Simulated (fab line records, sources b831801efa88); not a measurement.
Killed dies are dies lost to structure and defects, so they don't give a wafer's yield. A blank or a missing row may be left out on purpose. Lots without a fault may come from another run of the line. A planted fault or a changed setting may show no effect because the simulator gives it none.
fab line records | flow gf180mcu
record lots=13 wafers=38 last_day=33
route steps=602 shown HV_LDD@184 SAB@268 SALICIDE@283 CONTACT@292
lots that met no fault: from a run of the same line without faults
start_h: hours from the record's first day to the start of the lot's first wafer shown | wait_h: hours since the lot's step before | " the same as in the row above | L1.1+2: a row that stands for several wafers | - no value, or no start given | * or withheld: withheld | < > ~ a bound
route shown NAME@n: a module of which the file shows steps, and the number in the route of the first | usual: mean/standard deviation of fault-free wafers | same: alike in all rows | chamber/n: place in a boat | sites: the reading at each site | _std_site: their standard deviation | _edge_site: outer sites' mean less inner sites' | radius_mm: how far each site lies from the wafer's centre | mask NAME#n: copy n | behind: the tool/chamber that last shaped the wafer | hold: why the lot was held/for how many hours/how that ended | device: the transistor (n, p or np) that didn't switch | end of line: the same wafers' tests at the end of the route | a step without rows: its recipe alone | killed: dies lost to structure and defects at the first sort, not the wafer's yield | map: a wafer's dies, x killed, . not, _ none there
set.NAME: the setting as run; set.NAME@STEP: as run at that earlier step | model.NAME: the simulator's own value behind a step, which no gauge read
steps of the route over a sample of lots; a table a step, a row a wafer
services: from which hour (start_h, from the record's first day; less than 0 if before it) a tool's chamber was out of use, for how many hours, and why
## steps
# step GF_HV_LDD_OVL_MEAS_08
# usual HV_LDD_OVL=-1.2/2.1
# columns lot.wafer tool chamber start_h wait_h HV_LDD_OVL[nm]
L587.1 overlay-01 - 215.88 0.1 -0.8
L587.4 " - " " -2.3
L587.6 " - " " -0.6
L588.3 overlay-02 - 225.61 0.1 -3.3
L588.4 " - " " -3.8
L588.6 " - " " -3.1
L589.1 overlay-01 - 234.78 0.1 3.7
L589.4 " - " " 2.5
L589.6 " - " " 4.9
L591.2 overlay-01 - 253.65 0.1 -2.2
L591.3 " - " " -2.3
L591.6 " - " " -3.2
L593.2 overlay-01 - 262.05 0.1 -4.7
L593.4 " - " " -3.7
L593.6 " - " " -4.4
L594.1 overlay-02 - 268.56 0.1 -0.5
L594.4 " - " " 1.7
L594.6 " - " " 0.3
L595.1 overlay-01 - 279.35 0.1 -2.3
L595.4 " - " " -3.0
L595.5 " - " " -4.0
L596.1 overlay-02 - 282.03 0.1 -0.6
L596.2 " - " " -1.4
L596.4 " - " " 0.2
L597.1 overlay-01 - 290.30 0.1 -1.6
L597.3 " - " " -1.4
L597.6 " - " " -0.9
L598.1 overlay-02 - 295.60 0.1 -3.0
L598.2 " - " " -2.8
L598.4 " - " " -2.6
L599.1 overlay-02 - 302.90 0.1 3.0
L599.2 " - " " 1.8
L599.4 " - " " 1.1
L601.1 overlay-02 - 324.57 0.1 -2.8
L601.4 " - " " -2.3
L601.6 " - " " -2.2
L604.2 overlay-02 - 341.21 0.1 -2.5
L604.4 " - " " -0.7
# step GF_SAB_COAT_04
# recipe resist=NOVOLAK spin_rpm=3000 resist_thk_nm=1000
# usual spin_speed_rpm=3000.1/2.4
# columns lot.wafer tool chamber start_h wait_h spin_speed_rpm
L587.1 litho_track-04 0 326.85 0.1 2998.0
L587.4 " 0 " " 3000.0
L587.6 " 0 " " 2999.9
L588.3 litho_track-02 0 339.53 0.1 2999.7
L588.4 " 0 " " 2997.9
L588.6 " 0 " " 2999.9
L589.1 litho_track-01 0 350.85 0.1 3002.1
L589.4 " 0 " " 2999.9
L589.6 " 0 " " 2998.8
L591.2 litho_track-02 0 372.85 0.1 2998.9
L591.3 " 0 " " 2998.4
L591.6 " 0 " " 3001.8
L593.2 litho_track-01 0 381.43 0.1 3006.7
L593.4 " 0 " " 3006.0
L593.6 " 0 " " 2998.8
L594.1 litho_track-01 0 389.30 0.1 3000.4
L594.4 " 0 " " 2999.2
L594.6 " 0 " " 2996.3
L595.1 litho_track-04 0 401.90 0.1 2998.2
L595.4 " 0 " " 3002.0
L595.5 " 0 " " 3003.5
L596.1 litho_track-04 0 404.85 0.1 3003.4
L596.2 " 0 " " 3001.4
L596.4 " 0 " " 3001.7
L597.1 litho_track-01 0 416.30 0.1 3003.7
L597.3 " 0 " " 3001.4
L597.6 " 0 " " 2998.7
L598.1 litho_track-04 0 421.10 0.1 3000.0
L598.2 " 0 " " 2999.2
L598.4 " 0 " " 3001.5
L599.1 litho_track-04 0 430.95 0.1 2995.7
L599.2 " 0 " " 3000.0
L599.4 " 0 " " 2997.0
L601.1 litho_track-04 0 456.15 0.1 2996.9
L601.4 " 0 " " 3000.8
L601.6 " 0 " " 3001.2
L604.2 litho_track-04 0 474.87 0.1 3000.8
L604.4 " 0 " " 2999.7
# step GF_SAB_STRIP_13
# recipe chemistry=O2/N2 power_w=1400 pressure_mtorr=1500 platen_temp_c=250 o2_flow_sccm=3000 n2_flow_sccm=300 overash_fraction=0.5
# usual drypump_motor_current_A=5.8/0.56 heater_power_w=328/14 oes_product_au=0.710/0.0046 strip_time_to_endpoint_s=12.60/0.036
# columns lot.wafer tool chamber start_h wait_h drypump_motor_current_A heater_power_w oes_product_au rf_hours_counter_h strip_time_to_endpoint_s
L587.1 plasma_asher-01 0 337.71 0.0 5.3 314 0.709 24 12.65
L587.4 " 0 " " 5.3 313 0.709 - 12.70
L587.6 " 1 " " 5.3 339 0.717 - 12.68
L588.3 plasma_asher-03 1 351.01 0.0 6.6 330 0.710 - 12.60
L588.4 " 0 " " 5.5 345 0.703 - 12.60
L588.6 " 1 " " 6.6 325 0.705 - 12.63
L589.1 plasma_asher-03 0 362.37 0.0 5.5 334 0.708 56 12.57
L589.4 " 1 " " 6.6 336 0.714 - 12.55
L589.6 " 1 " " 6.6 329 0.717 - 12.60
L591.2 plasma_asher-03 0 384.54 0.0 5.5 334 0.701 58 12.61
L591.3 " 1 " " 6.6 333 0.717 - 12.61
L591.6 " 0 " " 5.5 333 0.711 - 12.59
L593.2 plasma_asher-02 1 393.31 0.0 5.5 301 0.710 71 12.63
L593.4 " 1 " " 5.5 299 0.710 - 12.60
L593.6 " 0 " " 6.5 320 0.703 - 12.57
L594.1 plasma_asher-01 1 401.36 0.0 5.3 346 0.716 31 12.60
L594.4 " 0 " " 5.3 316 0.711 - 12.64
L594.6 " 1 " " 5.3 352 0.703 - 12.62
L595.1 plasma_asher-01 1 414.29 0.0 5.3 339 0.702 32 12.63
L595.4 " 0 " " 5.3 323 0.717 - 12.60
L595.5 " 1 " " 5.3 340 0.706 - 12.59
L596.1 plasma_asher-02 1 417.19 0.0 5.5 297 0.710 72 12.63
L596.2 " 0 " " 6.5 332 0.709 72 12.64
L596.4 " 1 " " 5.5 296 0.704 - 12.60
L597.1 plasma_asher-03 0 428.75 0.0 5.5 334 0.705 63 12.56
L597.3 " 1 " " 6.6 331 0.715 - 12.58
L597.6 " 0 " " 5.5 335 0.701 - 12.54
L598.1 plasma_asher-02 1 433.66 0.0 5.5 305 0.712 0 12.59
L598.2 " 0 " " 6.5 306 0.719 0 12.59
L598.4 " 1 " " 5.5 312 0.707 - 12.60
L599.1 plasma_asher-03 0 443.70 0.0 5.5 332 0.706 65 12.60
L599.2 " 1 " " 6.6 338 0.712 65 12.60
L599.4 " 0 " " 5.5 340 0.716 - 12.57
L601.1 plasma_asher-01 1 468.90 0.0 5.3 346 0.698 39 12.54
L601.4 " 1 " " 5.3 351 0.714 - 12.54
L601.6 " 0 " " 5.3 321 0.704 - 12.55
L604.2 plasma_asher-01 0 487.21 0.0 5.3 310 0.709 41 13.20
L604.4 " 0 " " 5.3 322 0.707 - 12.56
# step GF_SALICIDE_THK_MEAS_05
# recipe thk_meas_gauge=xrf reads=TiN_of_SALICIDE_SPUTTER_03
# usual SALICIDE_TIN_THK=19.97/0.27
# columns lot.wafer tool chamber start_h wait_h SALICIDE_TIN_THK[nm]
L587.1 film_metro-01 - 338.07 0.1 19.59
L587.4 " - " " 19.59
L587.6 " - " " 19.77
L588.3 film_metro-01 - 351.36 0.1 20.23
L588.4 " - " " 19.88
L588.6 " - " " 20.15
L589.1 film_metro-03 - 362.75 0.1 20.17
L589.4 " - " " 19.97
L589.6 " - " " 20.03
L591.2 film_metro-04 - 384.91 0.1 19.99
L591.3 " - " " 19.71
L591.6 " - " " 19.93
L593.2 film_metro-01 - 393.68 0.1 19.71
L593.4 " - " " 19.65
L593.6 " - " " 19.61
L594.1 film_metro-03 - 401.72 0.1 19.80
L594.4 " - " " 20.16
L594.6 " - " " 19.84
L595.1 film_metro-01 - 414.65 0.1 20.05
L595.4 " - " " 19.96
L595.5 " - " " 20.03
L596.1 film_metro-03 - 417.58 0.1 19.91
L596.2 " - " " 19.94
L596.4 " - " " 19.71
L597.1 film_metro-01 - 429.12 0.1 19.79
L597.3 " - " " 19.82
L597.6 " - " " 19.83
L598.1 film_metro-04 - 434.02 0.1 20.02
L598.2 " - " " 20.08
L598.4 " - " " 20.43
L599.1 film_metro-03 - 444.07 0.1 20.31
L599.2 " - " " 19.97
L599.4 " - " " 20.08
L601.1 film_metro-04 - 469.27 0.1 19.50
L601.4 " - " " 19.92
L601.6 " - " " 19.95
L604.2 film_metro-01 - 487.58 0.1 20.34
L604.4 " - " " 20.33
# step GF_CONTACT_BOW_MEAS_05
# recipe mode=bow
# usual CONTACT_BOW=65/6.7
# columns lot.wafer tool chamber start_h wait_h CONTACT_BOW[um]
L587.1 film_metro-04 - 338.95 0.1 56
L587.4 " - " " 66
L587.6 " - " " 67
L588.3 film_metro-04 - 352.39 0.3 67
L588.4 " - " " 55
L588.6 " - " " 51
L589.1 film_metro-04 - 363.63 0.1 66
L589.4 " - " " 60
L589.6 " - " " 54
L591.2 film_metro-03 - 385.82 0.1 67
L591.3 " - " " 64
L591.6 " - " " 60
L593.2 film_metro-04 - 394.58 0.2 64
L593.4 " - " " 66
L593.6 " - " " 64
L594.1 film_metro-02 - 402.64 0.1 66
L594.4 " - " " 66
L594.6 " - " " 58
L595.1 film_metro-03 - 415.58 0.2 66
L595.4 " - " " 60
L595.5 " - " " 58
L596.1 film_metro-02 - 418.56 0.1 63
L596.2 " - " " 68
L596.4 " - " " 71
L597.1 film_metro-04 - 430.01 0.1 58
L597.3 " - " " 61
L597.6 " - " " 65
L598.1 film_metro-03 - 434.94 0.2 65
L598.2 " - " " 62
L598.4 " - " " 65
L599.1 film_metro-04 - 444.95 0.2 59
L599.2 " - " " 67
L599.4 " - " " 69
L601.1 film_metro-04 - 470.77 0.2 46
L601.4 " - " " 64
L601.6 " - " " 68
L604.2 film_metro-02 - 488.54 0.2 64
L604.4 " - " " 62
## services
# columns tool chamber start_h hours kind
plasma_asher-02 - 339.05 0.3 repair
plasma_asher-01 - 406.31 2.1 repair
plasma_asher-02 - 406.93 7.6 repair
plasma_asher-01 - 408.92 2.0 repair
plasma_asher-02 - 421.25 9.0 pm
plasma_asher-02 0 421.25 9.0 vent_cycle
plasma_asher-02 1 421.25 9.0 vent_cycle
plasma_asher-02 0 430.25 - clean
plasma_asher-02 1 430.25 - clean
## key
first_sign step=GF_SAB_STRIP_13 reading=strip_time_to_endpoint_s direction=up sigmas=17 usual=* struck=*
effect none on later readings
met_at GF_SAB_COAT_04
struck_lots L604
struck_wafers L604.2
tester_left_out L604
not_acting_at GF_HV_LDD_OVL_MEAS_08,GF_SALICIDE_THK_MEAS_05,GF_CONTACT_BOW_MEAS_05
onset_between 456.15 474.87
fault kind=process_parameter_drift tool=litho_track-04 chamber=- onset_h=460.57 steps=GF_SAB_COAT_04 channel=resist_thk_nm offset=* shape=step end_h=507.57 scope=struck_wafers_only acts_in=* stated=*
# tester_left_out: of these lots the tester's yield and bins aren't shown, on N5 and GAA mostly nor the transistor test; their killed dies are dies lost to structure and defects alone, not to doping, threshold or leakage, so they don't give the yield
